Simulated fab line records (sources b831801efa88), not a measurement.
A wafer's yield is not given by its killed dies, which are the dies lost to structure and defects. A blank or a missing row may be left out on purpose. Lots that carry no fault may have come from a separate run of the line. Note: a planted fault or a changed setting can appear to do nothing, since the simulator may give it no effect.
fab line records	flow sky130	part 2 of 2: steps 30 to 40 of 40
record lots=5	wafers=15	last-day=49
route steps=708 shown METAL3@572 VIA3@573 METAL4@598 CAP2M@603
lots that met no fault: from a run of the same line without faults
start-h: the number of hours between the record's first day and the start of the first shown wafer of the lot	wait-h: hours from the lot's prior step to this one	" identical to the entry in the row above	L1.1+2: a single row standing in for several wafers	- no value present, or no start provided	* or withheld: withheld	< > ~ a bound
route shown NAME@n: a module of which the file shows steps, and the number in the route of the first	usual: the fault-free wafers' mean and standard deviation	same: alike in all rows	chamber/n: place in a boat	sites: readings site by site	_std_site: how widely they spread, as a standard deviation	_edge_site: inner sites' mean taken away from outer sites' mean	radius-mm: for every site, how far away it sits from the centre of the wafer	mask NAME#n: copy n	behind: tool/chamber where the wafer was last shaped	hold: why the lot was held/for how many hours/how that ended	device: the transistor (n, p or np) that didn't switch	end of line: the route-end tests of the same wafers	a step given without rows: its recipe and nothing more	killed: dies that structure and defects cost at the first sort, which is not the same as the wafer's yield	map: dies across one wafer; x = killed, . = not, _ = none there
set.NAME: the run value of the setting; set.NAME@STEP: its run value at that earlier step	model.NAME: the simulator's own value behind a step, which no gauge read
a table for each step, a row for each wafer; lots at some steps of the route
services: from which hour (start-h, from the record's first day; less than 0 if before it) a tool's chamber was out of use, for how many hours, and why
## steps
# step SKY_METAL4_SPUTTER_03
# recipe material=Ti	target-thk-nm=5	power-w=3000	time-s=3.3	chamber-pressure-pa=0.4
# usual cathode-dc-power-W=3000.0/0.54	throttle-valve-pct=29.8/0.85
# same time-s=3.3
lot.wafer	tool	chamber	start-h	wait-h	cathode-dc-power-W	throttle-valve-pct
L081.1	pvd-sputter-02	-	988.52	0.0	2999.8	31.0
L081.2	"	-	"	"	3000.1	30.6
L081.3	"	-	"	"	2999.8	29.0
L085.1	pvd-sputter-01	-	1003.67	0.0	2999.7	29.1
L085.4	"	-	"	"	3000.1	29.5
L085.5	"	-	"	"	3000.4	28.9
L086.1	pvd-sputter-02	-	1012.05	0.0	3000.0	28.9
L086.4	"	-	"	"	3000.2	29.8
L086.5	"	-	"	"	2999.8	29.7
L087.2	pvd-sputter-01	-	1034.07	0.0	3000.3	29.7
L087.4	"	-	"	"	3000.7	30.1
L087.6	"	-	"	"	2999.6	30.4
L092.1	pvd-sputter-03	-	1054.62	0.0	2999.7	31.1
L092.5	"	-	"	"	3000.5	28.8
L092.6	"	-	"	"	2999.8	30.9
# step SKY_METAL4_SPUTTER_04
# recipe material=TiN	target-thk-nm=70	power-w=6500	time-s=58.3	chamber-pressure-pa=0.4
# usual cathode-dc-power-W=6500.0/1.1	throttle-valve-pct=29.8/0.83
# same time-s=58.3
lot.wafer	tool	chamber	start-h	wait-h	cathode-dc-power-W	throttle-valve-pct
L081.1	pvd-sputter-02	-	988.54	0.0	6501.2	31.0
L081.2	"	-	"	"	6502.0	30.4
L081.3	"	-	"	"	6499.6	29.0
L085.1	pvd-sputter-01	-	1003.69	0.0	6500.7	29.2
L085.4	"	-	"	"	6498.5	29.6
L085.5	"	-	"	"	6500.1	28.8
L086.1	pvd-sputter-02	-	1012.07	0.0	6499.8	29.2
L086.4	"	-	"	"	6500.7	29.9
L086.5	"	-	"	"	6501.4	30.0
L087.2	pvd-sputter-01	-	1034.09	0.0	6500.8	29.9
L087.4	"	-	"	"	6501.4	30.2
L087.6	"	-	"	"	6499.6	30.0
L092.1	pvd-sputter-03	-	1054.64	0.0	6499.3	30.9
L092.5	"	-	"	"	6499.8	29.0
L092.6	"	-	"	"	6499.6	30.6
# step SKY_CAP2M_CVD_00
# recipe material=SiO2	target-thk-nm=15.5	temp-c=400	time-s=withheld	rf-w=450
# usual heater-power-w=710/90
lot.wafer	tool	chamber	start-h	wait-h	heater-power-w
L081.1	pecvd-02	2	988.59	0.0	543
L081.2	"	1	"	"	851
L081.3	"	0	"	"	822
L085.1	pecvd-03	1	1003.73	0.0	578
L085.4	"	1	"	"	601
L085.5	"	1	"	"	577
L086.1	pecvd-03	0	1012.12	0.0	716
L086.4	"	0	"	"	721
L086.5	"	0	"	"	713
L087.2	pecvd-01	2	1034.14	0.0	585
L087.4	"	0	"	"	790
L087.6	"	2	"	"	598
L092.1	pecvd-03	0	1054.68	0.0	749
L092.5	"	2	"	"	665
L092.6	"	1	"	"	655
# step SKY_CAP2M_THK_MEAS_01
# recipe reads=SiO2_of_CAP2M_CVD_00
# usual CAP2M_CVD_00_THK=15.41/0.22
lot.wafer	tool	chamber	start-h	wait-h	CAP2M_CVD_00_THK[nm]
L081.1	film-metro-03	-	988.61	-	15.11
L081.2	"	-	"	"	15.17
L081.3	"	-	"	"	14.92
L085.1	film-metro-04	-	1003.77	-	15.04
L085.4	"	-	"	"	15.37
L085.5	"	-	"	"	15.37
L086.1	film-metro-01	-	1012.15	-	15.29
L086.4	"	-	"	"	15.56
L086.5	"	-	"	"	15.59
L087.2	film-metro-04	-	1034.21	-	15.31
L087.4	"	-	"	"	15.40
L087.6	"	-	"	"	15.81
L092.1	film-metro-04	-	1054.71	-	15.26
L092.5	"	-	"	"	15.61
L092.6	"	-	"	"	15.61
# step SKY_CAP2M_SPUTTER_02
# recipe material=TiN	target-thk-nm=200	temp-c=300	power-w=6500	time-s=166.7	chamber-pressure-pa=0.4
# usual cathode-dc-power-W=6500.0/1.2	throttle-valve-pct=29.8/0.61
# same time-s=166.7
lot.wafer	tool	chamber	start-h	wait-h	cathode-dc-power-W	throttle-valve-pct
L081.1	pvd-sputter-04	-	988.67	0.1	6499.1	30.0
L081.2	"	-	"	"	6499.4	30.4
L081.3	"	-	"	"	6499.8	29.4
L085.1	pvd-sputter-02	-	1003.83	0.1	6500.7	29.7
L085.4	"	-	"	"	6501.4	30.9
L085.5	"	-	"	"	6500.3	30.0
L086.1	pvd-sputter-01	-	1012.21	0.1	6500.7	30.0
L086.4	"	-	"	"	6499.7	30.4
L086.5	"	-	"	"	6501.8	28.4
L087.2	pvd-sputter-02	-	1034.26	0.0	6499.2	29.8
L087.4	"	-	"	"	6499.7	30.6
L087.6	"	-	"	"	6501.4	29.0
L092.1	pvd-sputter-01	-	1054.77	0.1	6500.9	29.7
L092.5	"	-	"	"	6501.5	29.0
L092.6	"	-	"	"	6498.9	30.3
# step SKY_CAP2M_RS_MEAS_03
# recipe thk-meas-gauge=four-point-probe	reads=TiN_of_CAP2M_SPUTTER_02
# usual CAP2M_TIN_RS=6.95/0.091
lot.wafer	tool	chamber	start-h	wait-h	CAP2M_TIN_RS[ohm/sq]
L081.1	film-metro-01	-	988.78	0.1	6.94
L081.2	"	-	"	"	6.88
L081.3	"	-	"	"	6.95
L085.1	film-metro-01	-	1003.94	0.1	6.98
L085.4	"	-	"	"	7.06
L085.5	"	-	"	"	6.90
L086.1	film-metro-03	-	1012.32	0.1	6.99
L086.4	"	-	"	"	6.99
L086.5	"	-	"	"	7.05
L087.2	film-metro-03	-	1034.39	0.1	7.00
L087.4	"	-	"	"	7.05
L087.6	"	-	"	"	6.94
L092.1	film-metro-03	-	1054.88	0.1	6.81
L092.5	"	-	"	"	6.90
L092.6	"	-	"	"	6.84
# step SKY_CAP2M_THK_MEAS_04
# recipe thk-meas-gauge=xrf	reads=TiN_of_CAP2M_SPUTTER_02
# usual CAP2M_TIN_THK=199.6/2.7
lot.wafer	tool	chamber	start-h	wait-h	CAP2M_TIN_THK[nm]
L081.1	film-metro-01	-	988.90	0.1	200.2
L081.2	"	-	"	"	201.8
L081.3	"	-	"	"	198.4
L085.1	film-metro-01	-	1004.06	0.1	198.8
L085.4	"	-	"	"	196.3
L085.5	"	-	"	"	200.1
L086.1	film-metro-03	-	1012.44	0.1	198.3
L086.4	"	-	"	"	199.2
L086.5	"	-	"	"	198.3
L087.2	film-metro-03	-	1034.50	0.1	198.2
L087.4	"	-	"	"	198.1
L087.6	"	-	"	"	200.9
L092.1	film-metro-03	-	1055.00	0.1	205.5
L092.5	"	-	"	"	201.5
L092.6	"	-	"	"	202.5
# step SKY_CAP2M_DEHYDRATE_05
# recipe temp-c=200	time-s=60
# same time-s=60
lot.wafer	tool	chamber	start-h	wait-h
L081.1+2+3	litho-track-04	0	999.61	10.7
L085.1+4+5	litho-track-01	0	1014.97	10.9
L086.1+4+5	litho-track-03	0	1023.51	11.1
L087.2+4+6	litho-track-03	0	1044.94	10.4
L092.1+5+6	litho-track-01	0	1064.67	9.7
# step SKY_CAP2M_HMDS_06
# recipe prime-time-s=60	prime-temp-c=120
lot.wafer	tool	chamber	start-h	wait-h
L081.1+2+3	litho-track-04	0	999.76	0.1
L085.1+4+5	litho-track-01	0	1015.12	0.1
L086.1+4+5	litho-track-03	0	1023.66	0.1
L087.2+4+6	litho-track-03	0	1045.09	0.1
L092.1+5+6	litho-track-01	0	1064.82	0.1
# step SKY_CAP2M_COAT_07
# recipe resist=NOVOLAK	spin-rpm=3000	resist-thk-nm=1140
lot.wafer	tool	chamber	start-h	wait-h
L081.1+2+3	litho-track-04	0	999.91	0.1
L085.1+4+5	litho-track-01	0	1015.27	0.1
L086.1+4+5	litho-track-03	0	1023.81	0.1
L087.2+4+6	litho-track-03	0	1045.24	0.1
L092.1+5+6	litho-track-01	0	1064.97	0.1
# step SKY_CAP2M_SOFTBAKE_08
# recipe temp-c=90	time-s=60	resist=NOVOLAK
# same time-s=60
lot.wafer	tool	chamber	start-h	wait-h
L081.1+2+3	litho-track-04	0	1000.06	0.1
L085.1+4+5	litho-track-01	0	1015.42	0.1
L086.1+4+5	litho-track-03	0	1023.96	0.1
L087.2+4+6	litho-track-03	0	1045.39	0.1
L092.1+5+6	litho-track-01	0	1065.12	0.1
## services
tool	chamber	start-h	hours	kind
cmp-02	-	938.62	0.6	repair
hdpcvd-01	-	950.25	15.0	pm
pecvd-02	1	951.87	5.2	repair
hdpcvd-02	1	959.31	4.3	repair
wet-bench-02	-	966.84	4.3	repair
cvd-w-02	1	969.02	3.4	repair
cmp-02	-	973.58	1.8	repair
cmp-02	-	975.37	4.2	pm
krf-scanner-02	-	980.38	0.8	pm
pvd-sputter-04	-	988.89	3.6	repair
cmp-02	-	999.76	0.4	repair
pecvd-03	2	1001.76	23.7	repair
pecvd-03	1	1017.23	4.1	repair
pvd-sputter-01	-	1021.68	1.0	repair
krf-scanner-02	-	1025.93	1.0	pm
rie-diel-02	2	1027.18	3.0	repair
hdpcvd-02	2	1031.30	4.3	repair
rie-diel-02	3	1038.89	6.1	repair
rie-diel-04	-	1046.72	14.6	pm
pecvd-03	-	1047.68	6.0	pm
rie-diel-02	3	1052.23	3.3	repair
krf-scanner-02	-	1053.84	1.3	pm
cvd-w-02	-	1055.51	0.9	repair
cmp-02	-	1062.10	0.5	repair
